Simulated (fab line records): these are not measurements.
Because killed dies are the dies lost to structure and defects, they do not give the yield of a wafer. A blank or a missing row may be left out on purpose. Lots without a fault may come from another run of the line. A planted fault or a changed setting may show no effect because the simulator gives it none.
Comparing a struck lot with a sound one -- flow sky130 -- 37 out of 708 route steps
Sound: wafers L563.1, L563.2, L563.4. Struck: wafer L579.2 (left out: L579.4, L579.5 of the same lot, which were not struck); the cause appears at the end.
At each step with rows: each side's tool, then ch and its chambers, then its first start. Under that, the readings that differ: sound wafers -- struck wafers -- difference of the means -- sigmas: that difference in standard deviations of wafers without a fault.
alike: same words and numbers on both sides, and readings whose means sit less than 2 such deviations apart. not compared: any withheld reading, any reading some wafer has no value for, any bound like >300 that may hide the same value, and any number with overlapping values for which the record gives no deviation.
A row with sigmas, a row that says differs or no value, or rows on one side alone: a step with any of these is where the two part. When numbers do not overlap yet have no deviation, they are printed without sigmas and do not part them. Lack of a reading on every wafer of one side parts them only where that side has two or more wafers.

first, 10 steps without rows for these wafers: SKY_VIA2_CLEAN_18 (cleans in IPA, time 180 s); SKY_VIA2_CLEAN_19 (cleans in O3/DIW); SKY_VIA2_SPUTTER_20 (material TiN, target thk 20 nm, time 80 s); SKY_VIA2_CVD_21 (deposits W, target thk 420 nm, time 126.4 s); SKY_VIA2_CMP_24 (polishes, stops on SiO2, t overpolish 20 s, target thk 0 nm); SKY_METAL3_SPUTTER_00 (material Ti, target thk 15 nm, time 10 s); SKY_METAL3_SPUTTER_01 (material TiN, target thk 20 nm, time 16.7 s); SKY_METAL3_SPUTTER_02 (material AlCu, target thk 735 nm, time 39.1 s); SKY_METAL3_SPUTTER_03 (material Ti, target thk 5 nm, time 3.3 s); SKY_METAL3_SPUTTER_04 (material TiN, target thk 70 nm, time 58.3 s).
SKY_CAPM_CVD_00: deposits SiO2, target thk 15.5 nm.
  sound on pecvd-03 ch 1,2, day 39 02:57; struck on pecvd-03 ch 0, day 43 15:14
  alike: heaterPowerW
SKY_CAPM_THK_MEAS_01:
  sound on filmMetro-02 at day 39 02:59; struck on filmMetro-02 at day 43 15:16
reading,sound,struck,difference,sigmas
CAPM_CVD_00_THK (nm),15.17 15.42 15.78,13.33,-2.13,-9
then, 23 steps without rows for these wafers: SKY_CAPM_SPUTTER_02 (material TiN, target thk 200 nm, time 166.7 s); SKY_CAPM_DEHYDRATE_05 (time 60 s); SKY_CAPM_HMDS_06 (prime time 60 s); SKY_CAPM_COAT_07 (resist thk 1140 nm); SKY_CAPM_SOFTBAKE_08 (time 60 s); SKY_CAPM_EXPOSE_09 (exposes mask CAPM, target cd 1000 nm); SKY_CAPM_PEB_10; SKY_CAPM_DEVELOP_11 (develop time 60 s); SKY_CAPM_METAL_ETCH_13 (etches TiN in Cl2/BCl3, stops on SiO2, target depth 220 nm, time 62.9 s); SKY_CAPM_STRIP_14 (strips in O2/N2); SKY_CAPM_STRIP_15 (strips in post etch residue remover, time 1200 s); SKY_CAPM_CLEAN_16 (cleans in IPA, time 180 s); SKY_CAPM_CLEAN_17 (cleans in O3/DIW); SKY_METAL3_DEHYDRATE_05 (time 60 s); SKY_METAL3_HMDS_06 (prime time 60 s); SKY_METAL3_COAT_07 (resist thk 60 nm); SKY_METAL3_COAT_08 (resist thk 1140 nm); SKY_METAL3_SOFTBAKE_09 (time 90 s); SKY_METAL3_EXPOSE_10 (exposes mask MM3, target cd 300 nm); SKY_METAL3_PEB_11; SKY_METAL3_DEVELOP_12 (develop time 60 s); SKY_METAL3_DESCUM_15 (chemistry O2, time 8 s); SKY_METAL3_ETCH_16 (etches BARC in N2/H2, stops on SiO2, time 88.2 s, target depth 60 nm).
SKY_METAL3_ETCH_17: etches SiO2 in C4F8/O2/Ar, stops on TiN, time 3.9 s, target depth 15 nm.
  sound on rieDiel-04 ch 0,2,3, day 41 05:58; struck on rieDiel-02 ch 3, day 45 14:43
reading,sound,struck,difference,sigmas
oesProductAu (a.u.),0.751 0.750 0.757,0.703,-0.050,-7
  alike: chamberPressureMTorr
  not compared: rfHoursCounterH
-- the record jumps here: 6 days lie between the struck wafers' starts before and after (it left off in module METAL3 and takes up again in module PAD_OPEN, whose first step shown is number 708 of the route) --
SKY_PAD_OPEN_PROBE_99:
  sound on prober-01 at day 48 02:56; struck on prober-01 at day 51 14:16
reading,sound,struck,difference,sigmas
model.etest.tester.sortNPass,420 411 407,352,-61,
model.etest.tester.sortYieldPct (%),85.37 83.54 82.72,71.54,-12.34,
model.etest.tester.sort_bin_5_pct (%),8.13 10.98 9.553,22.97,+13.42,
model.etest.capMim.cFfUm2RimLessCentre,-0.01297 -0.06224 0.008017,0.7572,+0.7796,
model.etest.tester.sort_bin_8_pct (%),0 0 0,1.096e-07,+1.096e-07,
model.etest.tester.sort_bin_4_pct (%),0 0 0,7.991e-14,+7.991e-14,
  alike: defectLimitedYield, killed_at_M0_to_M3, killed_at_M4_up, killedAtContacts, killedAtFrontEnd, killedAtOther, killedDies, killedOpen, killedShort

== WHERE THEY PART ==
Last at SKY_METAL3_ETCH_17 as far as this record goes, first at SKY_CAPM_THK_MEAS_01. Later steps at which nothing parts them and some readings are alike: SKY_PAD_OPEN_PROBE_99.

WHY: whatever the simulator had introduced
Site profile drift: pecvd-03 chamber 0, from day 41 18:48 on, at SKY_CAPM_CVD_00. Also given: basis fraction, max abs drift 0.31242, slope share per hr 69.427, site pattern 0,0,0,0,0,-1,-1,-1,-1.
